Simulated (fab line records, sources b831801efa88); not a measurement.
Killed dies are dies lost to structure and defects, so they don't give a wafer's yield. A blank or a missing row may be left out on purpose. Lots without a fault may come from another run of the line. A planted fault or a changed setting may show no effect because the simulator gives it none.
fab line records | flow gf180mcu
record lots=5 wafers=15 last_day=33
route steps=602 shown PASSIVATION@587
lots that met no fault: from a run of the same line without faults
start_h: hours from the record's first day to the start of the lot's first wafer shown | wait_h: hours since the lot's step before | " the same as in the row above | L1.1+2: a row that stands for several wafers | - no value, or no start given | * or withheld: withheld | < > ~ a bound
route shown NAME@n: a module of which the file shows steps, and the number in the route of the first | usual: mean/standard deviation of fault-free wafers | same: alike in all rows | chamber/n: place in a boat | sites: the reading at each site | _std_site: their standard deviation | _edge_site: outer sites' mean less inner sites' | radius_mm: how far each site lies from the wafer's centre | mask NAME#n: copy n | behind: the tool/chamber that last shaped the wafer | hold: why the lot was held/for how many hours/how that ended | device: the transistor (n, p or np) that didn't switch | end of line: the same wafers' tests at the end of the route | a step without rows: its recipe alone | killed: dies lost to structure and defects at the first sort, not the wafer's yield | map: a wafer's dies, x killed, . not, _ none there
set.NAME: the setting as run; set.NAME@STEP: as run at that earlier step | model.NAME: the simulator's own value behind a step, which no gauge read
lots at some steps of the route; a table a step, a row a wafer
services: from which hour (start_h, from the record's first day; less than 0 if before it) a tool's chamber was out of use, for how many hours, and why
## steps
# step GF_PASSIVATION_CVD_00
# recipe material=SiO2 target_thk_nm=1000 precursor=TEOS temp_c=400 time_s=111.95 rf_w=600
# usual heater_power_w=663/100 rf_fwd_power_W=596.3/2 susceptor_temp_C=399.97/0.24
# same time_s=111.95
# columns lot.wafer tool chamber start_h wait_h heater_power_w rf_fwd_power_W susceptor_temp_C
L076.2 pecvd-01 0 667.64 0.0 666 596.2 399.34
L076.4 " 2 " " 689 597.5 400.16
L076.5 " 1 " " 670 597.7 400.20
L077.1 pecvd-01 2 674.12 0.0 676 599.4 399.99
L077.2 " 1 " " 643 597.5 400.09
L077.6 " 0 " " 711 598.2 399.97
L082.3 pecvd-03 2 710.06 0.0 789 597.0 400.01
L082.5 " 1 " " 657 595.5 400.02
L082.6 " 0 " " 643 592.8 399.99
L089.1 pecvd-03 2 762.97 0.0 872 595.0 399.87
L089.4 " 2 " " 694 594.8 400.19
L089.6 " 1 " " 587 599.1 400.03
L091.1 pecvd-03 1 768.11 0.0 708 594.0 400.25
L091.3 " 0 " " 775 598.3 399.46
L091.4 " 0 " " 806 596.9 400.19
# step GF_PASSIVATION_THK_MEAS_01
# recipe reads=SiO2_of_PASSIVATION_CVD_00
# usual PASSIVATION_CVD_00_THK=993/18
# columns lot.wafer tool chamber start_h wait_h PASSIVATION_CVD_00_THK[nm]
L076.2 film_metro-03 - 667.73 0.0 1008
L076.4 " - " " 989
L076.5 " - " " 974
L077.1 film_metro-03 - 674.20 0.0 988
L077.2 " - " " 981
L077.6 " - " " 1036
L082.3 film_metro-03 - 710.16 0.1 947
L082.5 " - " " 987
L082.6 " - " " 996
L089.1 film_metro-02 - 763.05 0.0 991
L089.4 " - " " 992
L089.6 " - " " 1017
L091.1 film_metro-01 - 768.19 0.0 973
L091.3 " - " " 984
L091.4 " - " " 1003
# step GF_PASSIVATION_CVD_02
# recipe material=Si3N4 target_thk_nm=700 time_s=486.18 temp_c=400 rf_w=450
# usual heater_power_w=717/110 rf_fwd_power_W=449.1/1.5 susceptor_temp_C=400.00/0.24
# same time_s=486.18
# columns lot.wafer tool chamber start_h wait_h heater_power_w rf_fwd_power_W susceptor_temp_C
L076.2 pecvd-03 2 667.78 0.0 933 449.4 400.23
L076.4 " 1 " " 703 450.9 400.20
L076.5 " 2 " " 752 447.3 400.22
L077.1 pecvd-03 2 674.26 0.1 823 448.4 399.92
L077.2 " 0 " " 817 450.0 400.14
L077.6 " 0 " " 843 450.1 400.43
L082.3 pecvd-02 2 710.20 0.0 547 449.0 400.20
L082.5 " 1 " " 752 450.8 400.22
L082.6 " 2 " " 582 447.9 400.03
L089.1 pecvd-01 0 763.11 0.1 676 448.8 399.93
L089.4 " 1 " " 692 447.6 400.34
L089.6 " 2 " " 756 448.3 400.28
L091.1 pecvd-02 1 768.25 0.1 738 449.3 400.14
L091.3 " 2 " " 536 446.5 399.63
L091.4 " 1 " " 803 448.9 400.23
# step GF_PASSIVATION_THK_MEAS_03
# recipe reads=Si3N4_of_PASSIVATION_CVD_02
# usual PASSIVATION_CVD_02_THK=694/13
# columns lot.wafer tool chamber start_h wait_h PASSIVATION_CVD_02_THK[nm]
L076.2 film_metro-01 - 668.08 0.2 672
L076.4 " - " " 703
L076.5 " - " " 683
L077.1 film_metro-02 - 674.54 0.1 666
L077.2 " - " " 689
L077.6 " - " " 697
L082.3 film_metro-03 - 710.51 0.2 696
L082.5 " - " " 708
L082.6 " - " " 715
L089.1 film_metro-02 - 763.40 0.1 706
L089.4 " - " " 702
L089.6 " - " " 701
L091.1 film_metro-03 - 768.54 0.1 696
L091.3 " - " " 683
L091.4 " - " " 698
# step GF_PASSIVATION_DEHYDRATE_04
# recipe temp_c=200 time_s=60
# same time_s=60
# columns lot.wafer tool chamber start_h wait_h
L076.2+4+5 litho_track-02 0 677.00 8.9
L077.1+2+6 litho_track-04 0 683.76 9.2
L082.3+5+6 litho_track-02 0 718.92 8.4
L089.1+4+6 litho_track-04 0 770.21 6.8
L091.1+3+4 litho_track-01 0 776.15 7.6
# step GF_PASSIVATION_HMDS_05
# recipe prime_time_s=60 prime_temp_c=120
# usual prime_temp_c=120.00/0.12
# columns lot.wafer tool chamber start_h wait_h prime_temp_c
L076.2 litho_track-02 0 677.15 0.1 119.99
L076.4 " 0 " " 119.90
L076.5 " 0 " " 119.83
L077.1 litho_track-04 0 683.91 0.1 120.10
L077.2 " 0 " " 119.88
L077.6 " 0 " " 120.02
L082.3 litho_track-02 0 719.07 0.1 119.92
L082.5 " 0 " " 120.00
L082.6 " 0 " " 119.98
L089.1 litho_track-04 0 770.36 0.1 119.99
L089.4 " 0 " " 120.09
L089.6 " 0 " " 120.04
L091.1 litho_track-01 0 776.30 0.1 119.95
L091.3 " 0 " " 120.10
L091.4 " 0 " " 119.94
# step GF_PASSIVATION_COAT_06
# recipe spin_rpm=2000 resist_thk_nm=4000
# columns lot.wafer tool chamber start_h wait_h
L076.2+4+5 litho_track-02 0 677.30 0.1
L077.1+2+6 litho_track-04 0 684.06 0.1
L082.3+5+6 litho_track-02 0 719.22 0.1
L089.1+4+6 litho_track-04 0 770.51 0.1
L091.1+3+4 litho_track-01 0 776.45 0.1
# step GF_PASSIVATION_SOFTBAKE_07
# recipe temp_c=110.9 time_s=withheld
# columns lot.wafer tool chamber start_h wait_h
L076.2+4+5 litho_track-02 0 677.46 0.1
L077.1+2+6 litho_track-04 0 684.21 0.1
L082.3+5+6 litho_track-02 0 719.39 0.1
L089.1+4+6 litho_track-04 0 770.66 0.1
L091.1+3+4 litho_track-01 0 776.60 0.1
# step GF_PASSIVATION_EXPOSE_08
# recipe mask_id=Pad target_cd_nm=40000 na=0.57 dose_mj=310
# usual focus_offset_nm=-0.1/0.54
# same na=0.57
# columns lot.wafer tool chamber start_h wait_h mask focus_offset_nm
L076.2 iline_stepper-01 0 - - Pad#0 -0.5
L076.4 " 0 " " Pad#0 0.8
L076.5 " 0 " " Pad#0 0.5
L077.1 iline_stepper-02 0 - - Pad#0 0.0
L077.2 " 0 " " Pad#0 0.3
L077.6 " 0 " " Pad#0 0.7
L082.3 iline_stepper-01 0 - - Pad#0 -1.1
L082.5 " 0 " " Pad#0 -0.6
L082.6 " 0 " " Pad#0 -2.0
L089.1 iline_stepper-01 0 - - Pad#0 0.5
L089.4 " 0 " " Pad#0 1.1
L089.6 " 0 " " Pad#0 0.0
L091.1 iline_stepper-01 0 - - Pad#0 -0.1
L091.3 " 0 " " Pad#0 -0.3
L091.4 " 0 " " Pad#0 0.3
# step GF_PASSIVATION_PEB_09
# recipe temp_c=115 time_s=withheld
# columns lot.wafer tool chamber start_h wait_h
L076.2+4+5 litho_track-04 0 - -
L077.1+2+6 litho_track-01 0 - -
L082.3+5+6 litho_track-02 0 - -
L089.1+4+6 litho_track-01 0 - -
L091.1+3+4 litho_track-02 0 - -
# step GF_PASSIVATION_DEVELOP_10
# recipe develop_time_s=60 dev_temp_c=23
# columns lot.wafer tool chamber start_h wait_h
L076.2+4+5 litho_track-04 0 - -
L077.1+2+6 litho_track-01 0 - -
L082.3+5+6 litho_track-02 0 - -
L089.1+4+6 litho_track-01 0 - -
L091.1+3+4 litho_track-02 0 - -
# step GF_PASSIVATION_ETCH_11
# recipe chemistry=CF4/O2 target_depth_nm=1800 stop_on=TiN source_w=800 bias_w=150 pressure_mtorr=150 cf4_flow_sccm=80 O2_flow_sccm=10 time_s=400
# usual chamber_pressure_mTorr=149.99/0.13 drypump_motor_current_A=5.8/0.5 oes_product_au=0.959/0.0095 rf_fwd_power_W=798.5/2.7 throttle_valve_pct=5.959/0.0093
# same time_s=400
# columns lot.wafer tool chamber start_h wait_h chamber_pressure_mTorr drypump_motor_current_A oes_product_au rf_fwd_power_W rf_hours_counter_h throttle_valve_pct
L076.2 rie_diel-01 0 687.26 - 149.85 5.6 0.955 795.8 5 5.966
L076.4 " 3 " " 149.96 6.4 0.952 797.5 22 5.947
L076.5 " 1 " " 149.83 5.1 0.946 799.0 - 5.959
L077.1 rie_diel-04 1 693.15 - 150.02 6.3 0.958 797.8 19 5.953
L077.2 " 3 " " 149.98 5.4 0.946 798.4 67 5.957
L077.6 " 1 " " 149.85 6.3 0.979 797.7 - 5.967
L082.3 rie_diel-02 1 727.52 - 150.07 5.6 0.938 798.2 12 5.949
L082.5 " 2 " " 150.00 5.0 0.969 798.3 - 5.968
L082.6 " 1 " " 150.13 5.7 0.962 800.2 - 5.958
L089.1 rie_diel-01 0 778.85 - 150.31 5.6 0.970 801.3 9 5.957
L089.4 " 0 " " 149.83 5.6 0.962 799.0 - 5.970
L089.6 " 3 " " 149.94 6.4 0.964 799.3 - 5.961
L091.1 rie_diel-04 2 784.32 - 149.93 6.1 0.953 795.0 17 5.954
L091.3 " 0 " " 150.02 5.5 0.955 804.7 31 5.946
L091.4 " 3 " " 150.06 5.4 0.962 796.6 3 5.961
# step GF_PASSIVATION_STRIP_12
# recipe chemistry=O2/N2 power_w=1400 pressure_mtorr=1500 platen_temp_c=250 o2_flow_sccm=3000 n2_flow_sccm=300 overash_fraction=0.5
# usual chamber_pressure_mTorr=1500.1/1.3 drypump_motor_current_A=5.5/0.39 heater_power_w=315/24 oes_product_au=0.719/0.0049 strip_time_to_endpoint_s=34.5/0.33
# columns lot.wafer tool chamber start_h wait_h chamber_pressure_mTorr drypump_motor_current_A heater_power_w oes_product_au rf_hours_counter_h strip_time_to_endpoint_s
L076.2 plasma_asher-01 0 687.50 0.1 1497.6 5.2 324 0.718 28 35.0
L076.4 " 1 " " 1498.7 6.1 299 0.725 - 35.0
L076.5 " 1 " " 1501.0 6.1 303 0.717 - 34.9
L077.1 plasma_asher-01 0 693.39 0.1 1498.3 5.2 321 0.714 28 34.2
L077.2 " 1 " " 1499.1 6.0 303 0.709 28 34.4
L077.6 " 1 " " 1500.4 6.1 304 0.723 - 34.3
L082.3 plasma_asher-01 0 727.79 0.2 1499.7 5.2 315 0.723 - 34.7
L082.5 " 0 " " 1500.4 5.2 327 0.721 - 34.7
L082.6 " 1 " " 1501.6 6.1 309 0.724 - 35.0
L089.1 plasma_asher-01 0 779.09 0.1 1502.2 5.2 319 0.713 37 34.8
L089.4 " 1 " " 1498.4 6.1 300 0.715 - 34.7
L089.6 " 1 " " 1501.0 6.1 301 0.721 - 34.7
L091.1 plasma_asher-02 0 784.56 0.1 1499.7 5.5 282 0.717 73 34.0
L091.3 " 0 " " 1498.6 5.5 291 0.725 - 34.2
L091.4 " 1 " " 1500.4 4.9 362 0.722 - 34.0
# step GF_PASSIVATION_ANNEAL_13
# recipe temp_c=400 time_s=1800 ambient=N2/H2 idle_temp_c=300 ramp_up_c_per_min=10 ramp_down_c_per_min=3
# usual spike_tc_bottom_C=426.8/2.7 zone_power_bottom_pct=6.2/0.43
# same time_s=1800
# columns lot.wafer tool chamber start_h wait_h spike_tc_bottom_C zone_power_bottom_pct
L076.2 furnace-02 0 687.60 0.1 429.8 6.5
L076.4 " 0 " " 428.1 6.7
L076.5 " 0 " " 428.4 6.5
L077.1 furnace-02 0 693.49 0.1 429.3 6.7
L077.2 " 0 " " 429.6 6.6
L077.6 " 0 " " 430.0 6.6
L082.3 furnace-01 0 727.86 0.0 425.9 5.8
L082.5 " 0 " " 422.5 5.7
L082.6 " 0 " " 422.8 5.8
L089.1 furnace-02 0 779.19 0.1 427.5 6.7
L089.4 " 0 " " 430.0 6.6
L089.6 " 0 " " 428.7 6.6
L091.1 furnace-02 0 784.66 0.1 430.7 6.7
L091.3 " 0 " " 428.6 6.6
L091.4 " 0 " " 429.2 6.6
# step GF_PASSIVATION_BOW_MEAS_14
# recipe mode=bow
# usual PASSIVATION_BOW=135/12
# columns lot.wafer tool chamber start_h wait_h PASSIVATION_BOW[um]
L076.2 film_metro-02 - 689.12 0.0 141
L076.4 " - " " 150
L076.5 " - " " 130
L077.1 film_metro-03 - 694.99 0.0 126
L077.2 " - " " 128
L077.6 " - " " 121
L082.3 film_metro-02 - 729.40 0.0 123
L082.5 " - " " 133
L082.6 " - " " 141
L089.1 film_metro-02 - 780.69 0.0 146
L089.4 " - " " 166
L089.6 " - " " 156
L091.1 film_metro-03 - 786.16 0.0 129
L091.3 " - " " 122
L091.4 " - " " 117
## services
# columns tool chamber start_h hours kind
pecvd-01 - 646.21 0.7 repair
pecvd-01 2 653.37 3.8 repair
furnace-01 - 659.69 5.3 pm
iline_stepper-02 - 672.19 1.7 pm
iline_stepper-01 0 673.88 - calibration
rie_diel-04 0 682.11 18.3 repair
pecvd-02 0 691.10 3.5 repair
plasma_asher-02 - 696.87 6.3 repair
pecvd-03 - 704.73 1.8 repair
rie_diel-04 3 707.74 5.8 repair
rie_diel-02 - 708.73 2.8 pm
rie_diel-04 3 713.59 - clean
rie_diel-04 3 713.59 17.4 scheduled_down
rie_diel-04 3 713.59 17.4 vent_cycle
pecvd-03 0 717.83 - calibration
furnace-01 - 721.20 3.5 pm
pecvd-02 - 734.48 0.7 repair
pecvd-02 - 738.31 0.3 repair
furnace-02 - 743.68 2.8 pm
rie_diel-01 2 759.46 - clean
rie_diel-01 2 759.46 26.2 scheduled_down
rie_diel-01 2 759.46 26.2 vent_cycle
pecvd-03 2 776.83 2.9 repair
rie_diel-01 3 779.99 4.7 repair
## key
fault none
